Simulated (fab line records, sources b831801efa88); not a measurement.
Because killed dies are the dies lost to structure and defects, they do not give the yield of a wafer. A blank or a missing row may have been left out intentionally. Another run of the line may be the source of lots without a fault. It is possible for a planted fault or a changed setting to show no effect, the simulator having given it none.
fab line records	flow sky130
[record] lots = 5	wafers = 15	last_day = 49
route steps=708 shown METAL4@626
lots that met no fault: from a run of the same line without faults
start_h: hours from the record's first day to the start of the lot's first wafer shown	wait_h: hours since the lot's step before	" the same as in the row above	L1.1+2: a row that stands for several wafers	- value missing, or start not given	* or withheld: withheld	< > ~ a bound
route shown NAME@n: a module of which the file shows steps, and the number in the route of the first	usual: mean/standard deviation taken from wafers without a fault	same: alike in all rows	chamber/n: place in a boat	sites: per-site readings	_std_site: standard deviation across them	_edge_site: outer sites' mean less inner sites'	radius_mm: how far each site lies from the wafer's centre	mask NAME#n: copy n	behind: tool/chamber where the wafer was last shaped	hold: reason for holding the lot/hours on hold/outcome of the hold	device: transistor that didn't switch, given as n, p or np	end of line: the route-end tests of the same wafers	a step with no rows: only its recipe	killed: dies that structure and defects cost at the first sort, which is not the same as the wafer's yield	map: a wafer's dies, x killed, . not, _ none there
set.NAME: the run value of the setting; set.NAME@STEP: its run value at that earlier step	model.NAME: the simulator's own value behind a step, which no gauge read
certain route steps with their lots: each step a table, each wafer a row
services: a tool's chamber out of use, with start hour (start_h, from the record's first day; less than 0 if before it), hours out, and reason
[[steps]]
[step SKY_METAL4_EXPOSE_10]
[recipe] mask_id = MM4	na = 0.68	source_shape = annular	sigma_inner = 0.4	sigma_outer = 0.8	target_cd_nm = 300	dose_mj = 28
[usual] focus_offset_nm = 0.1/0.49
[same] na = 0.68
lot.wafer	tool	chamber	start_h	wait_h	mask	focus_offset_nm
L079.3	krf_scanner-02	0	-	-	MM4#0	-0.2
L079.4	"	0	"	"	MM4#0	0.2
L079.5	"	0	"	"	MM4#0	0.0
L081.3	krf_scanner-01	0	-	-	MM4#0	0.4
L081.4	"	0	"	"	MM4#0	0.2
L081.6	"	0	"	"	MM4#0	0.4
L090.4	krf_scanner-02	0	-	-	MM4#0	1.1
L090.5	"	0	"	"	MM4#0	0.6
L090.6	"	0	"	"	MM4#0	0.3
L093.2	krf_scanner-01	0	-	-	MM4#0	0.3
L093.4	"	0	"	"	MM4#0	0.9
L093.5	"	0	"	"	MM4#0	0.5
L094.2	krf_scanner-01	0	-	-	MM4#0	0.7
L094.4	"	0	"	"	MM4#0	0.3
L094.5	"	0	"	"	MM4#0	0.5
[step SKY_METAL4_PEB_11]
[recipe] peb_temp_c = withheld	peb_time_s = withheld	resist = KrF-thick
lot.wafer	tool	chamber	start_h	wait_h
L079.3+4+5	litho_track-01	0	-	-
L081.3+4+6	litho_track-01	0	-	-
L090.4+5+6	litho_track-01	0	-	-
L093.2+4+5	litho_track-04	0	-	-
L094.2+4+5	litho_track-03	0	-	-
[step SKY_METAL4_DEVELOP_12]
[recipe] develop_time_s = 60	resist = KrF-thick	dev_temp_c = 21
[same] develop_time_s = 60
lot.wafer	tool	chamber	start_h	wait_h
L079.3+4+5	litho_track-01	0	-	-
L081.3+4+6	litho_track-01	0	-	-
L090.4+5+6	litho_track-01	0	-	-
L093.2+4+5	litho_track-04	0	-	-
L094.2+4+5	litho_track-03	0	-	-
[step SKY_METAL4_CD_MEAS_13]
[recipe] target_cd_nm = 300
[usual] cd_nm = 300.0/1.3
lot.wafer	tool	chamber	start_h	wait_h	cd_nm
L079.3	cd_sem-02	-	1021.45	-	299.4
L079.4	"	-	"	"	299.0
L079.5	"	-	"	"	299.8
L081.3	cd_sem-02	-	1033.29	-	299.9
L081.4	"	-	"	"	298.7
L081.6	"	-	"	"	298.5
L090.4	cd_sem-02	-	1083.76	-	299.2
L090.5	"	-	"	"	299.1
L090.6	"	-	"	"	299.0
L093.2	cd_sem-02	-	1103.07	-	300.2
L093.4	"	-	"	"	300.4
L093.5	"	-	"	"	299.9
L094.2	cd_sem-02	-	1105.26	-	298.0
L094.4	"	-	"	"	299.3
L094.5	"	-	"	"	298.6
[step SKY_METAL4_OVL_MEAS_14]
[usual] METAL4_OVL = -3/5.1
lot.wafer	tool	chamber	start_h	wait_h	METAL4_OVL[nm]
L079.3	overlay-01	-	1021.54	0.1	1
L079.4	"	-	"	"	-3
L079.5	"	-	"	"	-1
L081.3	overlay-01	-	1033.38	0.1	-7
L081.4	"	-	"	"	0
L081.6	"	-	"	"	-3
L090.4	overlay-02	-	1083.84	0.1	-12
L090.5	"	-	"	"	-10
L090.6	"	-	"	"	-9
L093.2	overlay-02	-	1103.18	0.1	-1
L093.4	"	-	"	"	-3
L093.5	"	-	"	"	-2
L094.2	overlay-02	-	1105.37	0.1	6
L094.4	"	-	"	"	5
L094.5	"	-	"	"	0
[step SKY_METAL4_DESCUM_15]
[recipe] chemistry = O2	source_power_w = 150	bias_power_w = 0	pressure_mtorr = 10	temp_c = 40	time_s = 8
[usual] drypump_motor_current_A = 5.6/0.45	he_backside_leak_sccm = 3.35/0.2	oes_product_au = 0.997/0.0079
lot.wafer	tool	chamber	start_h	wait_h	drypump_motor_current_A	he_backside_leak_sccm	oes_product_au	rf_hours_counter_h
L079.3	rie_metal-02	1	1021.58	0.0	5.6	3.40	1.004	-
L079.4	"	0	"	"	5.4	3.25	0.993	-
L079.5	"	1	"	"	5.6	3.36	0.998	-
L081.3	rie_metal-01	0	1033.41	0.0	6.2	3.47	0.984	-
L081.4	"	1	"	"	4.7	3.40	1.005	-
L081.6	"	0	"	"	6.2	3.36	0.981	-
L090.4	rie_metal-02	1	1083.86	0.0	5.6	3.34	0.991	-
L090.5	"	1	"	"	5.6	3.23	0.999	-
L090.6	"	0	"	"	5.5	3.16	0.994	-
L093.2	rie_metal-01	0	1103.21	0.0	6.2	3.31	0.988	21
L093.4	"	0	"	"	6.2	3.14	0.985	-
L093.5	"	1	"	"	4.7	3.21	0.990	-
L094.2	rie_metal-04	1	1105.40	0.0	5.8	3.26	0.996	22
L094.4	"	1	"	"	5.8	3.17	1.006	-
L094.5	"	1	"	"	5.8	3.23	1.003	-
[step SKY_METAL4_ETCH_16]
[recipe] chemistry = N2/H2	target = BARC	ion_energy_ev = 200	bias_w = 100	pressure_mtorr = 30	n2_flow_sccm = 100	h2_flow_sccm = 200	icp_w = 500	stop_on = SiO2	time_s = 88.2	target_depth_a = 600
[usual] drypump_motor_current_A = 5.7/0.45	h2_flow_sccm = 200.1/0.64	he_backside_leak_sccm = 3.37/0.26	oes_product_au = 0.626/0.0049	throttle_valve_pct = 13.206/0.009
lot.wafer	tool	chamber	start_h	wait_h	drypump_motor_current_A	h2_flow_sccm	he_backside_leak_sccm	oes_product_au	rf_hours_counter_h	throttle_valve_pct
L079.3	rie_metal-02	1	1021.63	0.0	5.6	200.7	3.50	0.624	-	13.209
L079.4	"	0	"	"	5.4	199.3	3.32	0.626	-	13.214
L079.5	"	1	"	"	5.6	199.4	3.51	0.628	-	13.205
L081.3	rie_metal-01	0	1033.47	0.0	6.3	198.3	3.55	0.623	-	13.210
L081.4	"	1	"	"	4.7	200.3	3.37	0.627	-	13.219
L081.6	"	0	"	"	6.2	199.7	3.51	0.630	-	13.192
L090.4	rie_metal-02	1	1083.92	0.0	5.7	199.7	3.82	0.635	-	13.206
L090.5	"	1	"	"	5.7	199.7	3.69	0.622	-	13.204
L090.6	"	0	"	"	5.4	199.8	3.29	0.632	-	13.190
L093.2	rie_metal-01	0	1103.24	0.0	6.2	199.9	3.30	0.623	21	13.210
L093.4	"	0	"	"	6.2	200.3	3.36	0.632	-	13.198
L093.5	"	1	"	"	4.7	199.3	3.30	0.627	-	13.218
L094.2	rie_metal-04	1	1105.43	0.0	5.8	199.6	3.16	0.624	22	13.194
L094.4	"	1	"	"	5.8	199.1	3.13	0.628	-	13.204
L094.5	"	1	"	"	5.8	199.9	3.00	0.628	-	13.200
[step SKY_METAL4_ETCH_17]
[recipe] target = SiO2	stop_on = TiN	chemistry = C4F8/O2/Ar	source_w = 1500	bias_w = 1200	pressure_mtorr = 40	c4f8_flow_sccm = withheld	O2_flow_sccm = 6	Ar_flow_sccm = 300	time_s = 3.9	target_depth_a = 150
[usual] oes_product_au = 0.755/0.0067
lot.wafer	tool	chamber	start_h	wait_h	oes_product_au
L079.3	rie_diel-03	2	1021.70	0.0	0.754
L079.4	"	0	"	"	0.760
L079.5	"	1	"	"	0.762
L081.3	rie_diel-04	3	1033.53	0.0	0.756
L081.4	"	0	"	"	0.767
L081.6	"	2	"	"	0.753
L090.4	rie_diel-04	2	1083.98	0.0	0.754
L090.5	"	0	"	"	0.747
L090.6	"	1	"	"	0.757
L093.2	rie_diel-04	1	1103.34	0.1	0.758
L093.4	"	2	"	"	0.760
L093.5	"	3	"	"	0.763
L094.2	rie_diel-01	1	1105.53	0.1	0.749
L094.4	"	3	"	"	0.751
L094.5	"	1	"	"	0.759
[step SKY_METAL4_METAL_ETCH_18]
[recipe] target_depth_a = 8450	stop_on = SiO2	over_etch_frac = 0.3	time_s = 183.1	chemistry = Cl2/BCl3	resist_sidewall_deg = 88	pressure_mtorr = 10	icp_w = 900	bias_w = 48.5	Cl2_flow_sccm = 60	bcl3_flow_sccm = 30
[usual] drypump_motor_current_A = 5.5/0.5	he_backside_leak_sccm = 3.4/0.32	oes_product_au = 0.865/0.0064	throttle_valve_pct = 22.264/0.0095
lot.wafer	tool	chamber	start_h	wait_h	drypump_motor_current_A	he_backside_leak_sccm	oes_product_au	rf_hours_counter_h	throttle_valve_pct
L079.3	rie_metal-01	1	1021.78	0.1	4.7	3.4	0.870	-	22.270
L079.4	"	0	"	"	6.2	3.4	0.874	-	22.245
L079.5	"	0	"	"	6.2	3.5	0.868	-	22.268
L081.3	rie_metal-02	1	1033.61	0.1	5.6	3.4	0.874	-	22.260
L081.4	"	0	"	"	5.4	3.3	0.866	-	22.253
L081.6	"	0	"	"	5.4	3.1	0.851	-	22.268
L090.4	rie_metal-01	1	1084.06	0.1	4.7	3.4	0.871	-	22.250
L090.5	"	1	"	"	4.7	3.3	0.873	-	22.252
L090.6	"	0	"	"	6.2	3.6	0.873	-	22.265
L093.2	rie_metal-02	0	1103.36	0.0	5.4	3.4	0.863	23	22.256
L093.4	"	1	"	"	5.6	3.5	0.863	-	22.253
L093.5	"	1	"	"	5.7	3.5	0.860	-	22.242
L094.2	rie_metal-01	0	1105.55	0.0	6.2	3.4	0.871	21	22.252
L094.4	"	1	"	"	4.7	3.1	0.863	-	22.259
L094.5	"	0	"	"	6.2	3.4	0.860	-	22.255
[step SKY_METAL4_STRIP_19]
[recipe] chemistry = O2/N2	power_w = 1400	pressure_mtorr = 1500	platen_temp_c = withheld	o2_flow_sccm = 3000	n2_flow_sccm = 300	overash_fraction = 0.5
[usual] drypump_motor_current_A = 5.9/0.53	oes_product_au = 0.504/0.0055	strip_time_to_endpoint_s = 6.57/0.068
lot.wafer	tool	chamber	start_h	wait_h	drypump_motor_current_A	oes_product_au	rf_hours_counter_h	strip_time_to_endpoint_s
L079.3	plasma_asher-02	0	1021.93	0.1	6.1	0.505	-	6.67
L079.4	"	1	"	"	5.8	0.507	-	6.70
L079.5	"	0	"	"	6.1	0.509	-	6.74
L081.3	plasma_asher-02	1	1033.76	0.1	5.7	0.511	-	6.56
L081.4	"	0	"	"	6.1	0.498	-	6.55
L081.6	"	1	"	"	5.7	0.505	-	6.60
L090.4	plasma_asher-01	1	1084.21	0.1	6.1	0.500	-	6.50
L090.5	"	1	"	"	6.1	0.500	-	6.56
L090.6	"	0	"	"	6.6	0.513	-	6.66
L093.2	plasma_asher-01	0	1103.53	0.1	6.6	0.499	3	6.52
L093.4	"	0	"	"	6.6	0.498	-	6.54
L093.5	"	1	"	"	6.1	0.504	-	6.54
L094.2	plasma_asher-01	0	1105.72	0.1	6.5	0.513	4	6.66
L094.4	"	1	"	"	6.1	0.500	-	6.56
L094.5	"	1	"	"	6.1	0.506	-	6.59
[step SKY_METAL4_STRIP_20]
[recipe] chemistry = post_etch_residue_remover	time_s = 1200	temp_c = 72.5
lot.wafer	tool	chamber	start_h	wait_h
L079.3+4+5	wet_bench-03	2	1021.99	0.0
L081.3+4+6	wet_bench-04	2	1033.83	0.0
L090.4+5+6	wet_bench-03	2	1084.28	0.0
L093.2+4+5	wet_bench-03	2	1103.63	0.1
L094.2+4+5	wet_bench-02	2	1105.82	0.1
[[services]]
tool	chamber	start_h	hours	kind
krf_scanner-02	-	997.96	1.0	pm
rie_diel-04	-	1004.09	0.5	repair
krf_scanner-02	0	1006.73	-	calibration
krf_scanner-02	-	1026.87	0.8	pm
rie_diel-04	1	1033.94	1.7	repair
plasma_asher-02	-	1037.32	2.9	repair
rie_diel-03	3	1046.63	5.5	repair
rie_diel-03	0	1049.87	6.1	repair
rie_metal-01	-	1050.23	2.8	pm
plasma_asher-01	-	1051.87	19.1	repair
krf_scanner-01	-	1055.08	0.8	pm
krf_scanner-01	-	1062.38	0.3	repair
plasma_asher-01	-	1070.98	9.0	pm
plasma_asher-01	0	1070.98	9.0	vent_cycle
plasma_asher-01	1	1070.98	9.0	vent_cycle
krf_scanner-01	-	1073.12	4.0	pm
krf_scanner-01	-	1077.14	1.3	pm
plasma_asher-01	0	1079.98	-	clean
plasma_asher-01	1	1079.98	-	clean
plasma_asher-02	-	1081.84	28.1	pm
krf_scanner-02	-	1088.81	0.8	pm
plasma_asher-01	-	1092.00	2.8	pm
krf_scanner-01	-	1105.76	0.2	repair
[[key]]
fault none
